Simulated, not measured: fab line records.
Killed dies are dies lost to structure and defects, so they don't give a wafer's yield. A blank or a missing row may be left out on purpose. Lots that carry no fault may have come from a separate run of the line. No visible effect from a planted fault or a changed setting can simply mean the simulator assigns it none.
fab line records    flow sky130
[record] lots = 14  wafers = 42  last-day = 50
route steps=708 shown NWELL@81 VT_ADJUST_NCORE@130 VT_ADJUST_PCH@151 SONOS_TUNNEL@166 PAD_OPEN@708
lots that met no fault: taken from a fault-free run of the same line
start-h: the number of hours between the record's first day and the start of the first shown wafer of the lot    wait-h: hours from the lot's prior step to this one    " as in the row above    L1.1+2: several wafers, shown together as one row    - value missing, or start not given    * or withheld: withheld    < > ~ a bound
route shown NAME@n: names a module that has steps shown in the file, with the first one's number in the route    usual: mean and standard deviation over wafers with no fault    same: alike in all rows    chamber/n: place in a boat    sites: per-site readings    _std_site: their standard deviation    _edge_site: the outer-site mean with the inner-site mean subtracted    radius-mm: for every site, how far away it sits from the centre of the wafer    mask NAME#n: copy n    behind: tool/chamber where the wafer was last shaped    hold: the reason the lot was held/the length of the hold in hours/how it ended    device: the transistor (n, p or np) that didn't switch    end of line: the same wafers' tests at the end of the route    a step given without rows: its recipe and nothing more    killed: dies lost to structure and defects at the first sort, not the wafer's yield    map: a wafer's dies, x killed, . not, _ none there
set.NAME: the setting that was run; set.NAME@STEP: the one run at that earlier step    model.NAME: the simulator's own value behind a step, which no gauge read
one table for each step of the route and one row for each wafer, over a sample of lots
services: from which hour (start-h, from the record's first day; less than 0 if before it) a tool's chamber was out of use, for how many hours, and why
[[steps]]
[step SKY_NWELL_RTA_28]
[recipe] temp-c = 1050  time-s = 30  idle-temp-c = 650  ramp-up-c-per-s = 150  ramp-down-c-per-s = 90  ambient = N2
[usual] lamp-power-pct = 25.30/0.058  wafer_temp_C_max = 1054.8/0.93
lot.wafer  tool           chamber  start-h  wait-h  lamp-power-pct  wafer_temp_C_max
L194.3     rtp-anneal-01  0        129.33   0.0     25.35           1053.7
L194.5     "              0        "        "       25.31           1054.3
L194.6     "              0        "        "       25.29           1053.2
L193.1     rtp-anneal-02  0        130.75   0.0     25.32           1055.1
L193.3     "              0        "        "       25.23           1054.7
L193.5     "              0        "        "       25.25           1055.1
L196.1     rtp-anneal-01  0        133.44   0.0     25.24           1053.6
L196.2     "              0        "        "       25.30           1054.0
L196.4     "              0        "        "       25.23           1054.4
L198.4     rtp-anneal-01  0        143.40   0.1     25.36           1053.8
L198.5     "              0        "        "       25.30           1054.0
L198.6     "              0        "        "       25.24           1055.8
L199.3     rtp-anneal-02  0        143.73   0.0     25.45           1054.3
L199.5     "              0        "        "       25.44           1054.7
L199.6     "              0        "        "       25.36           1053.5
L201.3     rtp-anneal-02  0        154.13   0.0     25.26           1057.2
L201.4     "              0        "        "       25.31           1055.5
L201.5     "              0        "        "       25.28           1054.1
L202.3     rtp-anneal-02  0        162.18   0.0     25.31           1054.8
L202.5     "              0        "        "       25.27           1052.6
L202.6     "              0        "        "       25.31           1055.2
L203.1     rtp-anneal-01  0        165.80   0.0     25.27           1053.5
L203.2     "              0        "        "       25.31           1054.8
L203.4     "              0        "        "       25.38           1055.1
L204.1     rtp-anneal-02  0        173.60   0.0     25.26           1055.7
L204.3     "              0        "        "       25.34           1054.3
L204.5     "              0        "        "       25.34           1056.0
L205.1     rtp-anneal-01  0        176.35   0.0     25.41           1053.7
L205.3     "              0        "        "       25.33           1055.1
L205.5     "              0        "        "       25.34           1055.1
L206.3     rtp-anneal-02  0        183.09   0.0     25.29           1054.5
L206.4     "              0        "        "       25.34           1055.2
L206.6     "              0        "        "       25.23           1053.5
L208.1     rtp-anneal-02  0        195.85   0.0     25.25           1054.9
L208.2     "              0        "        "       25.24           1054.6
L208.3     "              0        "        "       25.31           1056.3
L210.1     rtp-anneal-02  0        208.29   0.0     25.32           1053.2
L210.3     "              0        "        "       25.28           1053.8
L210.4     "              0        "        "       25.26           1056.0
L214.4     rtp-anneal-02  0        231.39   0.1     25.37           1053.9
L214.5     "              0        "        "       25.31           1053.8
L214.6     "              0        "        "       25.21           1054.8
[step SKY_VT_ADJUST_NCORE_TW_MEAS_11]
[usual] VT_ADJUST_NCORE_TW = 218.4/2.3
lot.wafer  tool           chamber  start-h  wait-h  VT_ADJUST_NCORE_TW
L194.3     film-metro-01  -        213.32   0.1     222.9
L194.5     "              -        "        "       222.9
L194.6     "              -        "        "       221.5
L193.1     film-metro-01  -        215.36   0.1     222.5
L193.3     "              -        "        "       221.2
L193.5     "              -        "        "       222.0
L196.1     film-metro-03  -        218.05   0.1     218.9
L196.2     "              -        "        "       220.0
L196.4     "              -        "        "       219.3
L198.4     film-metro-03  -        229.83   0.1     218.2
L198.5     "              -        "        "       219.4
L198.6     "              -        "        "       218.3
L199.3     film-metro-03  -        230.42   0.1     219.8
L199.5     "              -        "        "       219.3
L199.6     "              -        "        "       220.3
L201.3     film-metro-04  -        242.32   0.1     216.4
L201.4     "              -        "        "       216.1
L201.5     "              -        "        "       216.8
L202.3     film-metro-03  -        253.77   0.1     218.1
L202.5     "              -        "        "       218.2
L202.6     "              -        "        "       218.6
L203.1     film-metro-04  -        255.95   0.1     216.3
L203.2     "              -        "        "       215.9
L203.4     "              -        "        "       215.6
L204.1     film-metro-03  -        266.30   0.1     218.4
L204.3     "              -        "        "       219.1
L204.5     "              -        "        "       218.9
L205.1     film-metro-01  -        268.90   0.1     222.7
L205.3     "              -        "        "       221.1
L205.5     "              -        "        "       222.7
L206.3     film-metro-01  -        278.42   0.1     221.5
L206.4     "              -        "        "       221.5
L206.6     "              -        "        "       221.6
L208.1     film-metro-03  -        293.00   0.1     219.4
L208.2     "              -        "        "       217.6
L208.3     "              -        "        "       218.2
L210.1     film-metro-03  -        307.15   0.1     219.4
L210.3     "              -        "        "       218.6
L210.4     "              -        "        "       218.6
L214.4     film-metro-03  -        336.63   0.1     219.0
L214.5     "              -        "        "       217.9
L214.6     "              -        "        "       217.0
[step SKY_VT_ADJUST_PCH_IMPLANT_08]
[recipe] species = B  energy-kev = 10  dose-cm2 = 5e+11  tilt-deg = withheld
lot.wafer   tool          chamber  start-h  wait-h
L194.3+5+6  implanter-01  0        261.18   0.1
L193.1+3+5  implanter-04  0        263.83   0.0
L196.1+2+4  implanter-01  0        266.63   0.0
L198.4+5+6  implanter-01  0        280.01   0.1
L199.3+5+6  implanter-04  0        280.38   0.1
L201.3+4+5  implanter-03  0        293.63   0.1
L202.3+5+6  implanter-03  0        305.08   0.1
L203.1+2+4  implanter-03  0        307.78   0.0
L204.1+3+5  implanter-01  0        319.39   0.0
L205.1+3+5  implanter-04  0        322.19   0.0
L206.3+4+6  implanter-04  0        331.08   0.1
L208.1+2+3  implanter-01  0        349.19   0.0
L208.1+2+3  implanter-01  0        349.51   0.3
L210.1+3+4  implanter-01  0        364.34   0.0
L210.1+3+4  implanter-01  0        364.66   0.3
L214.4+5+6  implanter-04  0        392.90   0.1
[step SKY_VT_ADJUST_PCH_TW_MEAS_10]
[usual] VT_ADJUST_PCH_TW = 143.4/2.1
lot.wafer  tool           chamber  start-h  wait-h  VT_ADJUST_PCH_TW
L194.3     film-metro-01  -        261.40   0.1     144.2
L194.5     "              -        "        "       143.8
L194.6     "              -        "        "       144.0
L193.1     film-metro-04  -        264.08   0.1     141.1
L193.3     "              -        "        "       141.4
L193.5     "              -        "        "       140.9
L196.1     film-metro-02  -        266.88   0.1     145.8
L196.2     "              -        "        "       145.7
L196.4     "              -        "        "       146.3
L198.4     film-metro-02  -        280.21   0.1     146.6
L198.5     "              -        "        "       146.2
L198.6     "              -        "        "       146.5
L199.3     film-metro-04  -        280.60   0.1     140.9
L199.5     "              -        "        "       141.1
L199.6     "              -        "        "       140.7
L201.3     film-metro-01  -        293.85   0.1     144.5
L201.4     "              -        "        "       144.8
L201.5     "              -        "        "       144.8
L202.3     film-metro-01  -        305.30   0.1     143.4
L202.5     "              -        "        "       144.1
L202.6     "              -        "        "       143.9
L203.1     film-metro-01  -        308.03   0.1     143.6
L203.2     "              -        "        "       143.9
L203.4     "              -        "        "       143.9
L204.1     film-metro-01  -        319.64   0.1     142.6
L204.3     "              -        "        "       142.8
L204.5     "              -        "        "       142.9
L205.1     film-metro-01  -        322.44   0.1     143.0
L205.3     "              -        "        "       143.4
L205.5     "              -        "        "       142.9
L206.3     film-metro-04  -        331.30   0.1     140.9
L206.4     "              -        "        "       140.8
L206.6     "              -        "        "       142.0
L208.1     film-metro-02  -        349.76   0.1     176.0
L208.2     "              -        "        "       175.4
L208.3     "              -        "        "       174.8
L210.1     film-metro-04  -        365.12   0.1     169.0
L210.3     "              -        "        "       169.4
L210.4     "              -        "        "       168.4
L214.4     film-metro-04  -        393.11   0.1     140.9
L214.5     "              -        "        "       140.4
L214.6     "              -        "        "       140.9
[step SKY_SONOS_TUNNEL_TW_MEAS_12]
[usual] SONOS_TUNNEL_TW = 196.2/2.7
lot.wafer  tool           chamber  start-h  wait-h  SONOS_TUNNEL_TW
L194.3     film-metro-03  -        286.84   0.0     196.0
L194.5     "              -        "        "       195.6
L194.6     "              -        "        "       194.9
L193.1     film-metro-04  -        289.59   0.0     192.9
L193.3     "              -        "        "       191.8
L193.5     "              -        "        "       191.9
L196.1     film-metro-04  -        293.22   0.0     192.5
L196.2     "              -        "        "       193.0
L196.4     "              -        "        "       193.4
L198.4     film-metro-03  -        306.53   0.0     196.2
L198.5     "              -        "        "       195.7
L198.6     "              -        "        "       197.3
L199.3     film-metro-04  -        306.97   0.0     193.9
L199.5     "              -        "        "       192.5
L199.6     "              -        "        "       193.1
L201.3     film-metro-04  -        321.20   0.0     194.7
L201.4     "              -        "        "       195.2
L201.5     "              -        "        "       193.5
L202.3     film-metro-04  -        333.30   0.0     194.3
L202.5     "              -        "        "       195.0
L202.6     "              -        "        "       193.9
L203.1     film-metro-03  -        335.92   0.0     196.5
L203.2     "              -        "        "       196.4
L203.4     "              -        "        "       196.0
L204.1     film-metro-03  -        348.24   0.0     195.5
L204.3     "              -        "        "       195.3
L204.5     "              -        "        "       196.4
L205.1     film-metro-02  -        350.98   0.0     200.6
L205.3     "              -        "        "       200.8
L205.5     "              -        "        "       199.8
L206.3     film-metro-03  -        360.95   0.0     195.2
L206.4     "              -        "        "       196.8
L206.6     "              -        "        "       196.6
L208.1     film-metro-03  -        377.87   0.0     195.6
L208.2     "              -        "        "       195.9
L208.3     "              -        "        "       195.3
L210.1     film-metro-03  -        392.79   0.0     194.7
L210.3     "              -        "        "       195.8
L210.4     "              -        "        "       196.1
L214.4     film-metro-02  -        422.75   0.0     199.6
L214.5     "              -        "        "       200.0
L214.6     "              -        "        "       201.1
[step SKY_PAD_OPEN_PROBE_99]
[usual] killed_at_M0_to_M3 = 44/6.7  killed_at_M4_up = 3.1/1.8  killed-at-contacts = 24/5.1  killed-at-front-end = 16/4.7  killed-at-other = 0.3/0.59  killed-dies = 88/9.6  killed-open = 48/7.3  killed-short = 39/6.5
[same] gross-dies = 492  killed-at-back-side = 0
lot.wafer  tool       chamber  start-h  wait-h  killed_at_M0_to_M3  killed_at_M4_up  killed-at-contacts  killed-at-front-end  killed-at-other  killed-dies  killed-open  killed-short
L198.4     prober-01  -        1121.61  0.2     43                  3                22                  21                   0                89           46           43
L198.6     prober-01  -        1121.71  0.2     42                  5                28                  13                   0                88           55           33
L204.1     prober-02  -        1148.16  0.1     41                  0                25                  24                   0                90           45           45
L204.3     prober-02  -        1148.26  0.2     47                  8                26                  14                   0                95           53           42
L204.5     prober-02  -        1148.36  0.2     51                  3                21                  23                   0                98           55           43
// killed by level:class
L198.4 VIA1:geometric-particle:open=12 CONTACT:geometric-particle:open=9 FIELD_ISO:geometric-particle:open=6 METAL1:geometric-particle:short=6 POLY_GATE:geometric-particle:short=5 LI_CONTACT:geometric-particle:open=5 LOCAL_INTERCONNECT:geometric-particle:short=5 METAL2:geometric-particle:short=5
L198.6 VIA2:geometric-particle:open=12 LI_CONTACT:geometric-particle:open=11 CONTACT:geometric-particle:open=9 VIA1:geometric-particle:open=9 FIELD_ISO:geometric-particle:open=5 VIA1:geometric-particle:short=5 POLY_GATE:geometric-particle:short=4 METAL2:geometric-particle:short=4
L204.1 CONTACT:geometric-particle:open=10 FIELD_ISO:geometric-particle:short=7 POLY_GATE:geometric-particle:short=7 CONTACT:geometric-particle:short=6 VIA1:geometric-particle:open=6 METAL2:geometric-particle:short=6 VIA2:geometric-particle:open=5 VIA3:geometric-particle:open=5
L204.3 VIA1:geometric-particle:open=16 CONTACT:geometric-particle:open=11 LOCAL_INTERCONNECT:geometric-particle:short=6 METAL4:geometric-particle:short=6 VIA2:geometric-particle:open=5 VIA3:geometric-particle:open=5 FIELD_ISO:geometric-particle:open=4 LI_CONTACT:geometric-particle:open=4
L204.5 VIA1:geometric-particle:open=10 VIA2:geometric-particle:open=9 LI_CONTACT:geometric-particle:open=7 VIA3:geometric-particle:open=7 FIELD_ISO:geometric-particle:short=6 CONTACT:geometric-particle:open=6 POLY_GATE:geometric-particle:open=5 CONTACT:geometric-particle:short=5
[[services]]
tool           chamber  start-h  hours  kind
implanter-04   -        105.54   13.3   repair
implanter-01   -        158.23   47.0   repair
implanter-03   -        161.96   5.5    repair
implanter-03   -        170.29   3.8    repair
implanter-01   -        215.53   1.8    repair
implanter-03   -        226.43   4.3    repair
implanter-01   -        231.69   3.5    repair
implanter-04   -        241.55   2.2    repair
implanter-04   -        252.06   2.3    repair
implanter-03   -        288.50   3.4    repair
rtp-anneal-02  -        310.72   1.0    pm
rtp-anneal-01  -        319.30   2.9    pm
implanter-01   -        320.02   2.4    repair
implanter-04   -        327.82   0.9    repair
implanter-04   -        350.72   4.7    repair
implanter-03   -        368.14   16.0   pm
implanter-01   -        383.04   5.5    pm
[[key]]
[first-sign] step = SKY_VT_ADJUST_PCH_IMPLANT_08  reading = visit  direction = added
[effect] step = SKY_VT_ADJUST_PCH_TW_MEAS_10  reading = VT_ADJUST_PCH_TW  direction = up  sigmas = 14  usual = 143.4  struck = 172.2
met-at SKY_VT_ADJUST_PCH_IMPLANT_08
struck-lots L208,L210
rows-end L208.1,L208.2,L208.3
tester-left-out L210
not-acting-at SKY_NWELL_RTA_28,SKY_VT_ADJUST_NCORE_TW_MEAS_11,SKY_SONOS_TUNNEL_TW_MEAS_12
[fault] kind = repeated-step-whole  tool = implanter-01,implanter-03,implanter-04  chamber = -  onset-h = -  steps = SKY_VT_ADJUST_PCH_IMPLANT_08  times = 1  scope = struck-lots-only
// tester-left-out: of these lots the tester's yield and bins aren't shown, on N5 and GAA mostly nor the transistor test; their killed dies are dies lost to structure and defects alone, not to doping, threshold or leakage, so they don't give the yield
// rows-end: these wafers met a further fault down the route, and their rows from its step on are left out
